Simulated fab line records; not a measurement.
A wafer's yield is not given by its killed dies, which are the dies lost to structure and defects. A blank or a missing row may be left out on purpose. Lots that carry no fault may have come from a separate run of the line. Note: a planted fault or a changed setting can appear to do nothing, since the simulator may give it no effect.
fab line records | flow sky130
record: lots: 13 | wafers: 39 | last_day: 50
route steps=708 shown METAL2@498 VIA2@521 METAL3@536
lots that met no fault: taken from a fault-free run of the same line
start_h: the number of hours between the record's first day and the start of the first shown wafer of the lot | wait_h: hours from the lot's prior step to this one | " repeats the value in the row above | L1.1+2: a single row standing in for several wafers | - either no value or no given start | * or withheld: withheld | < > ~ a bound
route shown NAME@n: NAME is a module with steps in the file, n the number in the route of the first one | usual: mean/standard deviation of fault-free wafers | same: alike in all rows | chamber/n: place in a boat | sites: readings site by site | _std_site: the standard deviation of these | _edge_site: outer sites' mean less inner sites' | radius_mm: for every site, how far away it sits from the centre of the wafer | mask NAME#n: copy n | behind: tool/chamber where the wafer was last shaped | hold: cause of the lot's hold/its duration in hours/its outcome | device: which transistor (n, p or np) failed to switch | end of line: the tests these same wafers got at the end of their route | where a step has no rows: the recipe by itself | killed: the dies lost at the first sort to structure and to defects; this is not the yield of the wafer | map: a wafer's dies, marking killed ones x, the rest . and places with no die _
set.NAME: the setting that was run; set.NAME@STEP: the one run at that earlier step | model.NAME: the simulator's own value behind a step, which no gauge read
steps of the route over a sample of lots; a table a step, a row a wafer
services: from which hour (start_h, from the record's first day; less than 0 if before it) a tool's chamber was out of use, for how many hours, and why
== steps ==
step: SKY_METAL2_CD_MEAS_15
recipe: target_cd_nm: 140
usual: cd_nm: 139.9/1.5
lot.wafer | tool      | chamber | start_h | wait_h | cd_nm
L241.1    | cd_sem-02 | -       | 832.06  | -      | 140.4
L241.4    | "         | -       | "       | "      | 138.8
L241.6    | "         | -       | "       | "      | 140.2
L242.3    | cd_sem-01 | -       | 839.32  | -      | 143.1
L242.4    | "         | -       | "       | "      | 141.7
L242.5    | "         | -       | "       | "      | 141.1
L243.1    | cd_sem-01 | -       | 849.53  | -      | 137.1
L243.4    | "         | -       | "       | "      | 137.9
L243.5    | "         | -       | "       | "      | 136.4
L244.4    | cd_sem-01 | -       | 864.14  | -      | 139.6
L244.5    | "         | -       | "       | "      | 141.5
L244.6    | "         | -       | "       | "      | 140.6
L245.2    | cd_sem-01 | -       | 873.18  | -      | 139.4
L245.4    | "         | -       | "       | "      | 139.4
L245.6    | "         | -       | "       | "      | 139.4
L247.1    | cd_sem-01 | -       | 880.31  | -      | 138.4
L247.2    | "         | -       | "       | "      | 137.1
L247.5    | "         | -       | "       | "      | 137.7
L249.4    | cd_sem-01 | -       | 894.84  | -      | 140.2
L249.5    | "         | -       | "       | "      | 140.8
L249.6    | "         | -       | "       | "      | 141.8
L250.1    | cd_sem-01 | -       | 909.20  | -      | 140.5
L250.3    | "         | -       | "       | "      | 137.5
L250.4    | "         | -       | "       | "      | 136.5
L251.2    | cd_sem-02 | -       | 911.87  | -      | 141.1
L251.3    | "         | -       | "       | "      | 140.9
L251.6    | "         | -       | "       | "      | 141.9
L253.1    | cd_sem-01 | -       | 924.91  | -      | 141.2
L253.2    | "         | -       | "       | "      | 140.9
L253.4    | "         | -       | "       | "      | 140.9
L256.1    | cd_sem-01 | -       | 939.50  | -      | 139.2
L256.4    | "         | -       | "       | "      | 140.4
L256.5    | "         | -       | "       | "      | 137.5
L260.1    | cd_sem-01 | -       | 970.35  | -      | 140.2
L260.4    | "         | -       | "       | "      | 140.7
L260.6    | "         | -       | "       | "      | 142.1
L263.4    | cd_sem-01 | -       | 987.09  | -      | 140.6
L263.5    | "         | -       | "       | "      | 139.9
L263.6    | "         | -       | "       | "      | 140.5
step: SKY_METAL2_DESCUM_17
recipe: chemistry: O2 | source_power_w: 150 | bias_power_w: 0 | pressure_mtorr: 10 | temp_c: 40 | time_s: 8
usual: drypump_motor_current_A: 5.5/0.52 | oes_product_au: 1.005/0.0097
lot.wafer | tool         | chamber | start_h | wait_h | drypump_motor_current_A | oes_product_au | rf_hours_counter_h
L241.1    | rie_metal-03 | 1       | 832.21  | 0.0    | 5.8                     | 1.000          | 4
L241.4    | "            | 0       | "       | "      | 5.0                     | 0.994          | -
L241.6    | "            | 0       | "       | "      | 5.0                     | 1.012          | -
L242.3    | rie_metal-01 | 1       | 839.45  | 0.0    | 4.9                     | 1.000          | -
L242.4    | "            | 0       | "       | "      | 5.2                     | 1.012          | -
L242.5    | "            | 1       | "       | "      | 4.9                     | 1.004          | -
L243.1    | rie_metal-03 | 0       | 849.69  | 0.0    | 5.0                     | 1.011          | 1
L243.4    | "            | 1       | "       | "      | 5.8                     | 1.010          | -
L243.5    | "            | 1       | "       | "      | 5.8                     | 1.006          | -
L244.4    | rie_metal-02 | 1       | 864.25  | 0.0    | 6.3                     | 0.984          | -
L244.5    | "            | 1       | "       | "      | 6.3                     | 0.988          | -
L244.6    | "            | 0       | "       | "      | 6.0                     | 0.999          | -
L245.2    | rie_metal-01 | 0       | 873.31  | 0.0    | 5.3                     | 1.011          | 6
L245.4    | "            | 0       | "       | "      | 5.3                     | 1.009          | -
L245.6    | "            | 0       | "       | "      | 5.3                     | 1.007          | -
L247.1    | rie_metal-02 | 1       | 880.46  | 0.0    | 6.4                     | 1.000          | 5
L247.2    | "            | 0       | "       | "      | 5.9                     | 1.008          | 10
L247.5    | "            | 0       | "       | "      | 6.0                     | 1.000          | -
L249.4    | rie_metal-03 | 0       | 894.95  | 0.0    | 5.0                     | 1.007          | -
L249.5    | "            | 0       | "       | "      | 5.0                     | 1.014          | -
L249.6    | "            | 1       | "       | "      | 5.8                     | 1.017          | -
L250.1    | rie_metal-01 | 1       | 909.36  | 0.0    | 4.9                     | 0.993          | 13
L250.3    | "            | 1       | "       | "      | 4.9                     | 0.997          | -
L250.4    | "            | 0       | "       | "      | 5.2                     | 1.013          | -
L251.2    | rie_metal-03 | 0       | 912.01  | 0.0    | 5.0                     | 1.013          | 4
L251.3    | "            | 1       | "       | "      | 5.9                     | 1.017          | -
L251.6    | "            | 1       | "       | "      | 5.8                     | 1.010          | -
L253.1    | rie_metal-01 | 0       | 925.06  | 0.0    | 5.3                     | 1.009          | 8
L253.2    | "            | 1       | "       | "      | 4.8                     | 0.994          | 13
L253.4    | "            | 0       | "       | "      | 5.3                     | 1.005          | -
L256.1    | rie_metal-01 | 0       | 939.66  | 0.0    | 5.3                     | 0.995          | 8
L256.4    | "            | 0       | "       | "      | 5.3                     | 1.007          | -
L256.5    | "            | 0       | "       | "      | 5.3                     | 1.005          | -
L260.1    | rie_metal-01 | 0       | 970.51  | 0.0    | 5.2                     | 1.011          | 10
L260.4    | "            | 0       | "       | "      | 5.2                     | 1.014          | -
L260.6    | "            | 1       | "       | "      | 4.9                     | 0.998          | -
L263.4    | rie_metal-02 | 0       | 987.20  | 0.0    | 6.0                     | 1.003          | -
L263.5    | "            | 0       | "       | "      | 6.0                     | 1.012          | -
L263.6    | "            | 1       | "       | "      | 6.3                     | 0.985          | -
step: SKY_VIA2_ETCH_14
recipe: chemistry: N2/H2 | target: BARC | ion_energy_ev: 200 | source_w: 500 | bias_w: 100 | pressure_mtorr: 30 | n2_flow_sccm: 100 | h2_flow_sccm: 200 | stop_on: SiO2 | time_s: 45.9 | target_depth_a: 600
usual: drypump_motor_current_A: 5.9/0.48 | oes_product_au: 0.855/0.0051 | run_length_s: 74.2/0.5 | throttle_valve_pct: 13.225/0.0099
lot.wafer | tool        | chamber | start_h | wait_h | drypump_motor_current_A | oes_product_au | rf_hours_counter_h | run_length_s | throttle_valve_pct
L241.1    | rie_diel-01 | 3       | 860.07  | 0.0    | 6.4                     | 0.853          | 11                 | 73.8         | 13.213
L241.4    | "           | 0       | "       | "      | 5.8                     | 0.858          | 12                 | 75.0         | 13.223
L241.6    | "           | 3       | "       | "      | 6.4                     | 0.854          | -                  | 73.9         | 13.221
L242.3    | rie_diel-01 | 2       | 866.61  | 0.0    | 6.2                     | 0.859          | 5                  | 74.2         | 13.198
L242.4    | "           | 3       | "       | "      | 6.4                     | 0.852          | 11                 | 73.8         | 13.222
L242.5    | "           | 3       | "       | "      | 6.4                     | 0.853          | -                  | 74.2         | 13.227
L243.1    | rie_diel-01 | 3       | 877.12  | 0.0    | 6.3                     | 0.864          | 11                 | 73.5         | 13.222
L243.4    | "           | 0       | "       | "      | 5.8                     | 0.856          | 12                 | 75.2         | 13.219
L243.5    | "           | 3       | "       | "      | 6.4                     | 0.854          | -                  | 73.7         | 13.225
L244.4    | rie_diel-03 | 0       | 891.81  | 0.0    | 5.9                     | 0.855          | 18                 | 73.9         | 13.227
L244.5    | "           | 1       | "       | "      | 5.0                     | 0.856          | -                  | 74.4         | 13.211
L244.6    | "           | 0       | "       | "      | 5.9                     | 0.866          | -                  | 73.5         | 13.246
L245.2    | rie_diel-01 | 2       | 901.26  | 0.0    | 6.2                     | 0.864          | 6                  | 74.0         | 13.238
L245.4    | "           | 1       | "       | "      | 5.6                     | 0.860          | 2                  | 74.0         | 13.221
L245.6    | "           | 3       | "       | "      | 6.4                     | 0.852          | -                  | 73.6         | 13.226
L247.1    | rie_diel-03 | 2       | 907.47  | 0.0    | 6.6                     | 0.862          | 12                 | 74.5         | 13.229
L247.2    | "           | 1       | "       | "      | 4.9                     | 0.847          | 25                 | 74.2         | 13.222
L247.5    | "           | 3       | "       | "      | 6.1                     | 0.861          | -                  | 74.1         | 13.214
L249.4    | rie_diel-01 | 2       | 920.63  | 0.0    | 6.2                     | 0.857          | -                  | 73.9         | 13.235
L249.5    | "           | 0       | "       | "      | 5.7                     | 0.850          | -                  | 74.9         | 13.230
L249.6    | "           | 1       | "       | "      | 5.5                     | 0.859          | -                  | 74.5         | 13.218
L250.1    | rie_diel-03 | 2       | 935.51  | 0.0    | 6.6                     | 0.857          | 13                 | 74.7         | 13.215
L250.3    | "           | 0       | "       | "      | 5.9                     | 0.857          | 19                 | 74.1         | 13.220
L250.4    | "           | 1       | "       | "      | 5.0                     | 0.864          | 26                 | 74.2         | 13.234
L251.2    | rie_diel-03 | 2       | 938.21  | 0.0    | 6.6                     | 0.846          | 13                 | 74.6         | 13.236
L251.3    | "           | 1       | "       | "      | 5.0                     | 0.855          | 26                 | 74.0         | 13.214
L251.6    | "           | 3       | "       | "      | 6.2                     | 0.856          | -                  | 74.1         | 13.208
L253.1    | rie_diel-03 | 3       | 951.17  | 0.0    | 6.1                     | 0.848          | 5                  | 74.2         | 13.213
L253.2    | "           | 2       | "       | "      | 6.6                     | 0.849          | 13                 | 75.0         | 13.225
L253.4    | "           | 0       | "       | "      | 5.9                     | 0.851          | 20                 | 73.7         | 13.223
L256.1    | rie_diel-03 | 0       | 966.01  | 0.0    | 5.9                     | 0.853          | 20                 | 74.3         | 13.223
L256.4    | "           | 2       | "       | "      | 6.6                     | 0.862          | -                  | 74.7         | 13.228
L256.5    | "           | 1       | "       | "      | 5.0                     | 0.980          | -                  | 67.9         | 13.232
L260.1    | rie_diel-02 | 2       | 995.86  | 0.0    | 5.4                     | 0.853          | 24                 | 74.0         | 13.234
L260.4    | "           | 1       | "       | "      | 5.6                     | 0.853          | 12                 | 74.1         | 13.231
L260.6    | "           | 0       | "       | "      | 5.9                     | 0.846          | -                  | 73.7         | 13.235
L263.4    | rie_diel-01 | 0       | 1011.96 | 0.0    | 5.8                     | 0.862          | 16                 | 74.8         | 13.230
L263.5    | "           | 3       | "       | "      | 6.4                     | 0.862          | -                  | 74.3         | 13.218
L263.6    | "           | 0       | "       | "      | 5.7                     | 0.854          | -                  | 74.8         | 13.234
step: SKY_METAL3_SPUTTER_04
recipe: material: TiN | target_thk_nm: 70 | power_w: 6500 | time_s: 58.3 | chamber_pressure_pa: 0.4
usual: throttle_valve_pct: 29.6/1.1
lot.wafer | tool           | chamber | start_h | wait_h | throttle_valve_pct
L241.1    | pvd_sputter-01 | -       | 861.60  | 0.0    | 30.2
L241.4    | "              | -       | "       | "      | 29.2
L241.6    | "              | -       | "       | "      | 29.0
L242.3    | pvd_sputter-01 | -       | 868.09  | 0.0    | 28.2
L242.4    | "              | -       | "       | "      | 29.1
L242.5    | "              | -       | "       | "      | 30.3
L243.1    | pvd_sputter-02 | -       | 878.93  | 0.0    | 28.8
L243.4    | "              | -       | "       | "      | 30.3
L243.5    | "              | -       | "       | "      | 28.8
L244.4    | pvd_sputter-03 | -       | 893.29  | 0.0    | 29.0
L244.5    | "              | -       | "       | "      | 28.5
L244.6    | "              | -       | "       | "      | 32.0
L245.2    | pvd_sputter-03 | -       | 902.74  | 0.0    | 28.8
L245.4    | "              | -       | "       | "      | 32.0
L245.6    | "              | -       | "       | "      | 29.0
L247.1    | pvd_sputter-02 | -       | 908.94  | 0.0    | 28.9
L247.2    | "              | -       | "       | "      | 29.9
L247.5    | "              | -       | "       | "      | 29.4
L249.4    | pvd_sputter-03 | -       | 922.08  | 0.0    | 32.0
L249.5    | "              | -       | "       | "      | 31.8
L249.6    | "              | -       | "       | "      | 28.4
L250.1    | pvd_sputter-02 | -       | 937.15  | 0.0    | 29.7
L250.3    | "              | -       | "       | "      | 28.9
L250.4    | "              | -       | "       | "      | 28.6
L251.2    | pvd_sputter-01 | -       | 939.68  | 0.0    | 30.6
L251.3    | "              | -       | "       | "      | 29.0
L251.6    | "              | -       | "       | "      | 30.3
L253.1    | pvd_sputter-01 | -       | 952.68  | 0.0    | 30.3
L253.2    | "              | -       | "       | "      | 28.9
L253.4    | "              | -       | "       | "      | 28.0
L256.1    | pvd_sputter-03 | -       | 967.49  | 0.0    | 28.5
L256.4    | "              | -       | "       | "      | 28.9
L256.5    | "              | -       | "       | "      | 31.8
L260.1    | pvd_sputter-01 | -       | 997.35  | 0.0    | 30.1
L260.4    | "              | -       | "       | "      | 30.2
L260.6    | "              | -       | "       | "      | 30.4
L263.4    | pvd_sputter-03 | -       | 1013.43 | 0.0    | 29.1
L263.5    | "              | -       | "       | "      | 31.6
L263.6    | "              | -       | "       | "      | 28.5
== services ==
tool           | chamber | start_h | hours | kind
pvd_sputter-01 | -       | 836.52  | 16.7  | repair
rie_metal-01   | 0       | 850.49  | 3.7   | repair
pvd_sputter-02 | -       | 860.26  | 2.4   | repair
rie_diel-02    | 1       | 868.69  | 4.5   | repair
rie_metal-03   | -       | 873.94  | 1.0   | repair
rie_diel-01    | 1       | 879.58  | 9.8   | repair
rie_metal-01   | -       | 883.66  | 4.3   | pm
rie_diel-02    | -       | 892.52  | 16.9  | repair
rie_diel-01    | 3       | 901.83  | 6.0   | repair
rie_diel-01    | 3       | 911.02  | 10.0  | repair
rie_diel-01    | -       | 929.86  | 0.6   | repair
rie_metal-02   | 0       | 936.27  | 11.3  | repair
rie_metal-01   | 1       | 936.99  | 5.2   | repair
rie_metal-01   | -       | 943.99  | 0.8   | repair
rie_diel-03    | 3       | 965.62  | 7.4   | repair
rie_diel-01    | 1       | 970.35  | 2.5   | repair
pvd_sputter-01 | -       | 973.72  | 3.7   | repair
rie_diel-01    | 0       | 1004.77 | 5.9   | repair
== key ==
first_sign: step: SKY_VIA2_ETCH_14 | reading: oes_product_au | direction: up | sigmas: 25 | usual: 0.855 | struck: 0.980
effect: step: SKY_VIA2_ETCH_14 | reading: run_length_s | direction: down | sigmas: 13 | usual: * | struck: *
met_at SKY_VIA2_ETCH_14
struck_lots L256
struck_wafers L256.5
sort_left_out L256.5
not_acting_at SKY_METAL2_CD_MEAS_15,SKY_METAL2_DESCUM_17,SKY_METAL3_SPUTTER_04
onset_between 938.21 966.01
fault: kind: process_parameter_drift | tool: rie_diel-03 | chamber: 1 | onset_h: 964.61 | steps: SKY_VIA2_ETCH_14 | channel: time_s | offset: * | shape: step | end_h: 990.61 | acts_in: * | stated: *
sort_left_out: the simulated sort isn't trusted on such a fault, so these wafers' sort isn't shown, and their yield isn't known
